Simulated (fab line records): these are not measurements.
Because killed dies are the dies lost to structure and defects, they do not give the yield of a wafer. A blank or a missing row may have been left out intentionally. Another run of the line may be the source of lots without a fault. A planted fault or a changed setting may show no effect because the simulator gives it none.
A lot that was struck, set against a sound lot :: flow sky130 :: 17 out of 708 route steps
Sound: the wafers L290.1, L290.2, L290.5. Wafers struck: L299.2, L299.4, L299.6. At the end, the cause is stated.
Each step with rows lists, per side, the tool, then ch with its chambers, then its first start. Under that, the readings that differ: sound wafers :: struck wafers :: difference of the means :: sigmas: that difference in standard deviations of wafers without a fault.
alike: readings with means less than 2 such deviations apart, plus words and numbers identical on both sides. not compared: withheld readings, readings lacking a value on some wafer, bounds such as >300 that could conceal the same value, and numbers that have no deviation in the record and whose values overlap.
A row with sigmas, a row that says differs or no value, or rows on one side alone: a step with any of these is where the two part. Numbers that have no deviation but don't overlap get no sigmas and don't part them. A reading that every wafer of one side lacks parts them only if that side has two wafers or more.

first, 2 steps without rows for these wafers: SKY_NWELL_IMPLANT_12; SKY_NWELL_IMPLANT_13.
SKY_NWELL_STRIP_14: strips in O2/N2.
  sound on plasma-asher-04 ch 0,1, day 6 09:12; struck on plasma-asher-01 ch 0,1, day 9 05:19
reading: strip-time-to-endpoint-s (s)
sound: 36.85 36.92 36.86
struck: 37.16 37.03 37.18
difference: +0.25
sigmas: +2
  alike: drypump-motor-current-A, oes-product-au
  not compared: rf-hours-counter-h
SKY_NWELL_TW_MEAS_15:
  sound on film-metro-04 at day 6 09:18; struck on film-metro-01 at day 9 05:26
  alike: NWELL_TW
then, 7 steps without rows for these wafers: SKY_NWELL_DEHYDRATE_16 (time 60 s); SKY_NWELL_HMDS_17 (prime time 60 s); SKY_NWELL_COAT_18 (resist thk 3000 nm); SKY_NWELL_SOFTBAKE_19; SKY_NWELL_EXPOSE_20 (exposes mask NWM COMPLEMENT, target cd 840 nm); SKY_NWELL_PEB_21; SKY_NWELL_DEVELOP_22 (develop time 60 s).
SKY_NWELL_OVL_MEAS_23:
  sound on overlay-01 at day 7 04:28; struck on overlay-01 at day 10 02:41
reading: NWELL_01_OVL (nm)
sound: 1.2 0.5 1.5
struck: 4.2 2.9 4.1
difference: +2.7
sigmas: +2
SKY_NWELL_IMPLANT_24:
  sound on implanter-02 ch 0, day 7 04:30; struck on implanter-01 ch 0, day 10 02:44
reading: dose-ions-cm2
sound: 9.206e+12 9.195e+12 9.202e+12
struck: 1.0255e+13 1.0273e+13 1.0255e+13
difference: +1.0600e+12
sigmas: +99 or more

reading: faraday-current-uA
sound: 51.7 52.5 51.3
struck: 59.4 58.4 58.6
difference: +7.0
sigmas: +7
SKY_NWELL_STRIP_25: strips in O2/N2.
  sound on plasma-asher-04 ch 0,1, day 7 04:39; struck on plasma-asher-04 ch 0,1, day 10 02:52
  alike: drypump-motor-current-A, oes-product-au, strip-time-to-endpoint-s
  not compared: rf-hours-counter-h
SKY_NWELL_TW_MEAS_26:
  sound on film-metro-02 at day 7 04:45; struck on film-metro-01 at day 10 02:58
reading: NWELL_2_TW
sound: 494.8 497.0 493.6
struck: 519.5 516.3 518.3
difference: +22.9
sigmas: +8
then, 1 step without rows for these wafers: SKY_NWELL_CLEAN_27 (cleans in SC1/SC2, time 150 s).
-- the record jumps here: 40 days lie between the struck wafers' starts before and after (it left off in module NWELL and takes up again in module PAD_OPEN, whose first step shown is number 708 of the route) --
SKY_PAD_OPEN_PROBE_99:
  sound on prober-02 at day 47 20:28; struck on prober-02 at day 50 13:44
reading: model.etest.res-pwell-under-gate.rs-ohm-sq
sound: 2294 2316 2299
struck: 2136 2132 2143
difference: -166
sigmas: 

reading: model.etest.field-n.vt-v (V)
sound: 35.76 35.62 35.2
struck: 36.64 38.37 36.74
difference: +1.72
sigmas: 
  alike: killed_at_M0_to_M3, killed_at_M4_up, killed-at-contacts, killed-at-front-end, killed-at-other, killed-dies, killed-open, killed-short
  not compared: model.etest.pfet_16v.r-on-ohm-um, model.etest.pfet_16v.drive-ua-um

WHERE THEY PART
At SKY_NWELL_STRIP_14 first; at SKY_NWELL_TW_MEAS_26 last (within this record only). Later steps at which nothing parts them and some readings are alike: SKY_PAD_OPEN_PROBE_99.

WHY: what had been put in by the simulator
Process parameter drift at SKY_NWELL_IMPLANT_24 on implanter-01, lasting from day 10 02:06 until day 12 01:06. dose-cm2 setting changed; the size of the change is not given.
